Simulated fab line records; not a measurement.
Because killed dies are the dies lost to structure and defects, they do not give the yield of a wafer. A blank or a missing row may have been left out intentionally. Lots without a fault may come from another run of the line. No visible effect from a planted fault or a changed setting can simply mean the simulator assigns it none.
Comparing a struck lot with a sound one    flow sky130    43 steps out of a route of 708
Sound: wafers L741.2, L741.4, L741.6. Wafers L754.1, L754.2, L754.6 were the ones struck. The cause is named last.
Order at every step that has rows: each side's tool, ch and its chambers, its first start. Under that, the readings that differ: sound wafers    struck wafers    difference of the means    sigmas: that difference in standard deviations of wafers without a fault.
alike: words and numbers the same on both sides, and readings whose means are apart by under 2 such deviations; not compared: readings that were withheld, readings missing a value for some wafer, numbers with overlapping values and no deviation given by the record, and bounds like >300 which may hide the same value.
A row with sigmas, a row that says differs or no value, or rows on one side alone: a step with any of these is where the two part. Numbers that have no deviation but don't overlap get no sigmas and don't part them. Lack of a reading on every wafer of one side parts them only where that side has two or more wafers.

first, 1 step without rows for these wafers: SKY_VIA4_HDPCVD_00 (deposits SiO2, target thk 1750 nm, time 291.7 s).
SKY_VIA4_THK_MEAS_01:
  sound on film metro-03 at day 44 08:15; struck on film metro-04 at day 47 05:24
  alike: VIA4_HDPCVD_THK
then, 1 step without rows for these wafers: SKY_VIA4_CMP_02 (polishes SiO2).
SKY_VIA4_BOW_MEAS_03:
  sound on film metro-01 at day 44 08:37; struck on film metro-04 at day 47 05:46
  alike: VIA4_BOW
then, 7 steps without rows for these wafers: SKY_VIA4_DEHYDRATE_04 (time 60 s); SKY_VIA4_HMDS_05 (prime time 60 s); SKY_VIA4_COAT_06 (resist thk 1140 nm); SKY_VIA4_SOFTBAKE_07 (time 60 s); SKY_VIA4_EXPOSE_08 (exposes mask VIM4, target cd 800 nm); SKY_VIA4_PEB_09; SKY_VIA4_DEVELOP_10 (develop time 60 s).
SKY_VIA4_OVL_MEAS_11:
  sound on overlay-02 at day 45 06:00; struck on overlay-01 at day 48 01:03
  alike: VIA4_OVL
SKY_VIA4_ETCH_12: etches SiO2 in C4F8/O2/Ar, stops on TiN, target depth 580 nm.
  sound on rie diel-02 ch 0,1, day 45 06:02; struck on rie diel-01 ch 1,2,3, day 48 01:05
  alike: oes product au
then, 4 steps without rows for these wafers: SKY_VIA4_STRIP_13 (strips in O2/N2); SKY_VIA4_STRIP_14 (strips in post etch residue remover, time 1200 s); SKY_VIA4_CLEAN_15 (cleans in IPA, time 180 s); SKY_VIA4_CLEAN_16 (cleans in O3/DIW).
SKY_VIA4_SPUTTER_17: material TiN, target thk 20 nm, time 80 s.
  sound on pvd sputter-02 at day 45 06:44; struck on pvd sputter-03 at day 48 01:47
  alike: throttle valve pct
then, 1 step without rows for these wafers: SKY_VIA4_CVD_18 (deposits W, target thk 505 nm, time 152.14 s).
SKY_VIA4_RS_MEAS_19: measures by four-point-probe.
  sound on film metro-04 at day 45 06:58; struck on film metro-01 at day 48 02:10
  alike: VIA4_W_RS
SKY_VIA4_THK_MEAS_20: measures by xrf.
  sound on film metro-04 at day 45 07:04; struck on film metro-01 at day 48 02:17
  alike: VIA4_W_THK
then, 1 step without rows for these wafers: SKY_VIA4_CMP_21 (polishes, stops on SiO2, t overpolish 25 s, target thk 0 nm).
SKY_METAL5_SPUTTER_00: material Ti, target thk 15 nm, time 10 s.
  sound on pvd sputter-01 at day 45 07:33; struck on pvd sputter-02 at day 48 02:38
  alike: throttle valve pct
SKY_METAL5_SPUTTER_01: material TiN, target thk 20 nm, time 16.7 s.
  sound on pvd sputter-01 at day 45 07:34; struck on pvd sputter-02 at day 48 02:40
  alike: throttle valve pct
then, 1 step without rows for these wafers: SKY_METAL5_SPUTTER_02 (material AlCu, target thk 1150 nm, time 61.2 s).
SKY_METAL5_SPUTTER_03: material Ti, target thk 5 nm, time 3.3 s.
  sound on pvd sputter-01 at day 45 07:38; struck on pvd sputter-02 at day 48 02:44
  alike: throttle valve pct
then, 1 step without rows for these wafers: SKY_METAL5_SPUTTER_04 (material TiN, target thk 70 nm, time 58.3 s).
SKY_METAL5_RS_MEAS_05: measures by four-point-probe.
  sound on film metro-02 at day 45 07:44; struck on film metro-04 at day 48 02:48
  alike: METAL5_ALCU_RS
SKY_METAL5_THK_MEAS_06: measures by xrf.
  sound on film metro-02 at day 45 07:50; struck on film metro-04 at day 48 02:55
  alike: METAL5_ALCU_THK
then, 8 steps without rows for these wafers: SKY_METAL5_DEHYDRATE_07 (time 60 s); SKY_METAL5_HMDS_08 (prime time 60 s); SKY_METAL5_COAT_09 (resist thk 1800 nm); SKY_METAL5_SOFTBAKE_10 (time 60 s); SKY_METAL5_EXPOSE_11 (exposes mask MM5, target cd 1600 nm); SKY_METAL5_PEB_12; SKY_METAL5_DEVELOP_13 (develop time 60 s); SKY_METAL5_DESCUM_14 (chemistry O2, time 11 s).
SKY_METAL5_METAL_ETCH_15: etches the open film in Cl2/BCl3, stops on SiO2, target depth 1260 nm, time 252 s.
  sound on rie metal-03 ch 0,1, day 46 04:29; struck on rie metal-03 ch 0,1, day 48 21:04
  alike: bcl3 flow sccm, drypump motor current A, he backside leak sccm, oes product au, throttle valve pct
  not compared: rf hours counter h
then, 4 steps without rows for these wafers: SKY_METAL5_STRIP_16 (strips in O2/N2); SKY_METAL5_STRIP_17 (strips in post etch residue remover, time 1200 s); SKY_METAL5_CLEAN_18 (cleans in IPA, time 180 s); SKY_METAL5_CLEAN_19 (cleans in O3/DIW).
SKY_PAD_OPEN_PROBE_99:
  sound on prober-01 at day 48 00:16; struck on prober-01 at day 50 11:11
reading                                sound                struck             difference  sigmas
defect limited yield (%)               80.7 82.9 82.1       76.8 74.0 71.5     -7.8        -4
killed_at_M4_up                        3 8 5                43 56 64           +49         +23
killed dies                            95 84 88             114 128 140        +38         +4
sort_bin_3_pad_short (%)               0.6 1.4 0.6          2.6 3.0 2.2        +1.7        +4
sort_bin_5_function (%)                12.6 9.6 10.4        14.8 15.7 20.5     +6.1        +4
sort n pass                            397 408 404          378 364 352        -38         -4
sort yield pct (%)                     80.7 82.9 82.1       76.8 74.0 71.5     -7.8        -4
model.etest.tester.sort n pass         397 408 404          378 364 352        -38         
model.etest.tester.sort yield pct (%)  80.69 82.93 82.11    76.83 73.98 71.54  -7.79       
model.etest.tester.sort_bin_5_pct (%)  12.6 9.553 10.37     14.84 15.65 20.53  +6.17       
model.etest.tester.sort_bin_3_pct (%)  0.6098 1.423 0.6098  2.642 3.049 2.236  +1.761      
  alike: killed_at_M0_to_M3, killed at contacts, killed at front end, killed open, killed short, sort_bin_6_memory

WHERE THEY PART
At SKY_PAD_OPEN_PROBE_99 and nowhere else, as far as this record goes.

WHY: whatever the simulator had introduced
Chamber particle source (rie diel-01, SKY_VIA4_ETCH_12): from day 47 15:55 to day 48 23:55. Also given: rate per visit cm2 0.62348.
